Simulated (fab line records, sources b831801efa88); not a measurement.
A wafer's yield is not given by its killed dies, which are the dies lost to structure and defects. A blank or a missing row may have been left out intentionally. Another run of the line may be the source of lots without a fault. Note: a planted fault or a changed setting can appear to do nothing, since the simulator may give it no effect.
Struck lot and sound lot, side by side + flow gf180mcu + 18 steps out of a route of 602
Sound: these wafers, L986.3, L986.4, L986.5. Struck: wafer L100.1. (L100.5 of the same lot was not struck and is left out.) The cause comes at the end.
Order at every step that has rows: each side's tool, ch and its chambers, its first start. Under that, the readings that differ: sound wafers + struck wafers + difference of the means + sigmas: that difference in standard deviations of wafers without a fault.
alike: readings whose means differ by less than 2 such deviations, and words and numbers that are the same on both sides. not compared: withheld readings, readings that some wafer has no value for, bounds like >300 that may hide the same value, and numbers for which the record gives no deviation and whose values overlap.
The two part at a step that has a row with sigmas, a row that says differs or no value, or rows on one side only. Numbers that have no deviation but don't overlap get no sigmas and don't part them. A reading missing from all wafers of one side parts the sides only when that side holds two or more wafers.

first, 2 steps without rows for these wafers: GF_CONTACT_PEB_12 (peb time 90 s); GF_CONTACT_DEVELOP_13 (develop time 60 s).
GF_CONTACT_CD_MEAS_14: the cd target is 220 nm.
  sound on cd-sem-01 at day 16 03:44; struck on cd-sem-02 at day 21 05:57
  alike: cd-nm
GF_CONTACT_OVL_MEAS_15:
  sound on overlay-02 at day 16 03:50; struck on overlay-02 at day 21 06:04
| reading          | sound | struck | difference | sigmas |
|------------------|-------|--------|------------|--------|
| CONTACT_OVL (nm) | 6 0 5 | -9     | -13        | -2     |
GF_CONTACT_ETCH_16: etches BARC in N2/H2.
  sound on rie-diel-02 ch 1,2, day 16 03:52; struck on rie-diel-03 ch 3, day 21 06:06
  alike: drypump-motor-current-A, n2-flow-sccm, oes-product-au, throttle-valve-pct
GF_CONTACT_ETCH_17: etches SiO2 in C4F8/O2/Ar, stops on CoSi2, target depth 860 nm.
  sound on rie-diel-02 ch 1,2; struck on rie-diel-03 ch 3
  alike: oes-product-au
then, 4 steps without rows for these wafers: GF_CONTACT_STRIP_18 (strips in O2/N2); GF_CONTACT_CLEAN_19 (cleans in SPM); GF_CONTACT_CLEAN_20 (cleans in DIW); GF_CONTACT_CLEAN_21 (cleans in dHF, time 20 s).
GF_CONTACT_SPUTTER_22: material Ti, target thk 15 nm, time 80.02 s.
  sound on pvd-sputter-01 at day 16 04:19; struck on pvd-sputter-03 at day 21 06:34
  alike: throttle-valve-pct
GF_CONTACT_SPUTTER_23: material TiN, target thk 10 nm, time 40 s.
  sound on pvd-sputter-01 at day 16 04:23; struck on pvd-sputter-03 at day 21 06:38
  alike: throttle-valve-pct
GF_CONTACT_CVD_24: deposits W, target thk 300 nm, time 90.339 s.
  sound on cvd-w-02 ch 0,1, day 16 04:27; struck on cvd-w-01 ch 1, day 21 06:40
| reading                               | sound             | struck | difference | sigmas |
|---------------------------------------|-------------------|--------|------------|--------|
| model.W_of_CONTACT_CVD_24.thk-nm (nm) | 295.4 295.2 293.3 | 417.9  | +123.3     |        |
  alike: heater-power-w, susceptor-temp-C
GF_CONTACT_RS_MEAS_25: measures by four-point-probe.
  sound on film-metro-02 at day 16 04:34; struck on film-metro-01 at day 21 07:04
| reading               | sound             | struck | difference | sigmas |
|-----------------------|-------------------|--------|------------|--------|
| CONTACT_W_RS (ohm/sq) | 0.388 0.389 0.392 | 0.274  | -0.116     | -22    |
  not compared: hold
GF_CONTACT_THK_MEAS_26: measures by xrf.
  sound on film-metro-02 at day 16 04:40; struck on film-metro-01 at day 21 10:17
| reading            | sound       | struck | difference | sigmas |
|--------------------|-------------|--------|------------|--------|
| CONTACT_W_THK (nm) | 301 302 299 | 415    | +114       | +23    |
  not compared: hold
GF_CONTACT_CMP_27: polishes, stops on SiO2, t overpolish 15 s, target thk 0 nm.
  sound on cmp-02 ch 0,1,2, day 16 04:48; struck on cmp-01 ch 2, day 21 18:25
| reading                | sound    | struck                   | difference                   | sigmas |
|------------------------|----------|--------------------------|------------------------------|--------|
| hold                   | - - -    | await-dispo/7.9h/release | no value on the sound wafers |        |
| time-to-endpoint-s (s) | 70 72 68 | 95                       | +25                          | +8     |
  alike: motor-current-A, slurry-filter-dp-kPa
GF_M1_SPUTTER_00: material Ti, target thk 37.5 nm, time 150 s.
  sound on pvd-sputter-02 at day 16 05:00; struck on pvd-sputter-04 at day 21 18:34
  alike: throttle-valve-pct
GF_PASSIVATION_PROBE_99:
  the record holds rows for the sound wafers here (prober-02, day 29 01:20) but none for the struck ones

## WHERE THEY PART
Last at GF_PASSIVATION_PROBE_99 as far as this record goes, first at GF_CONTACT_OVL_MEAS_15.

WHY: whatever the simulator had introduced
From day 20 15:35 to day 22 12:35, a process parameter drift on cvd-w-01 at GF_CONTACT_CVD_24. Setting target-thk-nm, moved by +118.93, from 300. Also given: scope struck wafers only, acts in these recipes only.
